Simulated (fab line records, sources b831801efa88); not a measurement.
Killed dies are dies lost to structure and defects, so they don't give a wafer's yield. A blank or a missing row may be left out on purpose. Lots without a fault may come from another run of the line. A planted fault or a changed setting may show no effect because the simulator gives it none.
Problem report in the 8D (eight disciplines) form, filled by code | flow sfq_line | the parts of the form that need people (team, actions taken, sign-off) are left out

1. THE PROBLEM
M2_NB_RS at SFQ_M2_RS_MEAS_914 reads a mean of 1.217 ohm/sq on 3 wafers of 2 lots; wafers without a fault read 0.896 ohm/sq with a standard deviation of 0.0097. That is +33 standard deviations from the usual mean.
The step: measures by four-point-probe.
First seen on wafer L678.2, day 23 23:55, on film_metro-02. The record holds 41 wafers of 14 lots with a number at this step. Rule for "out", or "out of limits": more than 4 standard deviations from the usual mean. The other wafers with a number count as sound.

2. WHAT IT IS AND WHAT IT IS NOT
question                    | is                           | is not
which readings at this step | M2_NB_RS                     | -
which lots                  | L678, L681                   | L662, L664, L665, L667, L669, L670, L671, L672, L673, L676, L682, L684
which wafers of those lots  | L678.2, L678.3, L681.2       | L681.5, L681.6
read on which gauges        | film_metro-01, film_metro-02 | film_metro-03
when                        | from day 23 23:55            | up to then (30 sound wafers); but 8 sound wafers of L681, L682, L684 came after

3. SUSPECTS, AND WHAT RULES EACH OUT
Counting: a tool at a process step up to the reading stays a suspect if it ran every lot that is out. Sound lots after the first of them don't rule it out here, since some wafers of a struck lot are sound.
- the gauge at SFQ_M2_RS_MEAS_914: ruled out. The wafers that are out were read on 2 gauges (film_metro-01, film_metro-02).
- pvd_sputter-06 at SFQ_TRILAYER_M2_DEP_SPUTTER_055 (material Nb, target thk 200 nm, time 133.3 s): kept. It ran every lot that is out, first L678 (day 23 23:48); its last sound lot up to then is L672 (day 20 20:29).
Left after counting: pvd_sputter-06 at SFQ_TRILAYER_M2_DEP_SPUTTER_055.

4. THE CAUSE (what the simulator had put in)
Process parameter drift: pvd_sputter-06, from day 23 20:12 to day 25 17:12, at SFQ_TRILAYER_M2_DEP_SPUTTER_055. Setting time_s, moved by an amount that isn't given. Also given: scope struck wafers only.
Counting left only this tool.

5. THE CHAIN OF EFFECTS, in route order
Each row: a reading whose mean over the struck wafers that have a number lies more than 3 standard deviations from the usual. Only readings for which the record gives a usual standard deviation are gone through. hours: the time from each lot's start at the first step in this table that gives one to its start at this step, as a median over the lots. sigmas: the change in usual standard deviations.
hours | step                                | reading        | usual        | on struck wafers | change | sigmas
0     | SFQ_M2_RS_MEAS_914                  | M2_NB_RS       | 0.896 ohm/sq | 1.217            | +0.321 | +33
149   | SFQ_TRILAYER_M2_ETCH_METAL_ETCH_060 | oes_product_au | 0.891 a.u.   | 0.756            | -0.135 | -20
The process steps in it:
- SFQ_TRILAYER_M2_ETCH_METAL_ETCH_060: etches Nb in Cl2/Ar, stops on SiO2, target depth 240 nm, time 120 s.
Later measuring or inspecting steps at which every struck wafer that the step has a row for has a number for every such reading, and none has moved that far: SFQ_M7_RS_MEAS_943.

6. WHAT WOULD HAVE CAUGHT IT SOONER
In this record the first reading out of limits at a measuring or inspecting step was taken at day 23 23:55, 4 hours after the fault began at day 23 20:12.
Of the tool readings at SFQ_TRILAYER_M2_DEP_SPUTTER_055 for which the record gives a usual standard deviation, none was out on any struck wafer, so an alarm limit of 4 standard deviations on them would not have fired.
Of the lots that are out (2), L681 began SFQ_TRILAYER_M2_DEP_SPUTTER_055 on pvd_sputter-06 after day 23 23:55. A hold on the tool at that time would have spared it.
